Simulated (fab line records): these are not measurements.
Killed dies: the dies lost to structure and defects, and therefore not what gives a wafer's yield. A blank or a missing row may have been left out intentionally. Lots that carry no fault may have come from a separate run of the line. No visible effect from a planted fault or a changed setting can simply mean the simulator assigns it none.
Chamber matching ; flow gf180mcu ; GF_V3_CMP_26 on cmp-01 has 4 sister chambers
The step polishes, stops on SiO2, t overpolish 15 s, target thk 0 nm. 8 wafers are shown with their chamber, then 7 later ones without.

## WAFERS, EACH WITH ITS CHAMBER
wafer;chamber;timeToEndpointS (s);motorCurrentA (A)
L869.1;2;82;10.5
L869.2;3;89;11.1
L869.6;0;91;10.5
L873.1;1;80;10.6
L873.4;2;76;10.4
L874.5;0;87;10.8
L883.1;1;84;10.7
L883.2;3;92;10.6

## WAFERS MISSING THEIR CHAMBER
wafer;timeToEndpointS (s);motorCurrentA (A)
L883.3;87;10.7
L884.1;85;9.7
L884.3;90;10.6
L884.6;87;10.5
L886.1;89;10.5
L886.2;85;10.1
L886.4;89;11.2

## CHAMBER TAKEN BY EACH
wafer;from the rows above;in truth
L883.3;can't be placed: 0 or 3 or 1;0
L884.1;can't be placed: 2 or 1 or 0 or 3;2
L884.3;can't be placed: 0 or 3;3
L884.6;can't be placed: 0 or 1 or 3 or 2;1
L886.1;can't be placed: 0 or 3 or 1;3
L886.2;can't be placed: 2 or 1 or 0 or 3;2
L886.4;can't be placed: 3 or 0 or 1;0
Correct placement for 0 of the 7. Unplaceable from these rows: 7, with the true chamber sitting among the candidates in 7. Number placed wrongly: 0.
How it was worked out, from the rows above alone: a wafer's distance from a chamber is the root of the sum, over the readings, of the square of ((its reading less the chamber's mean) divided by the reading's scatter). The wafer belongs to the nearest chamber; if the next one is less than 2 further off, it can't be placed. A chamber's mean is the mean of its shown wafers. How the scatter is found: for the shown wafers, subtract from each reading the mean of its chamber, square and add these, divide the total by (wafers less chambers), then take the root.
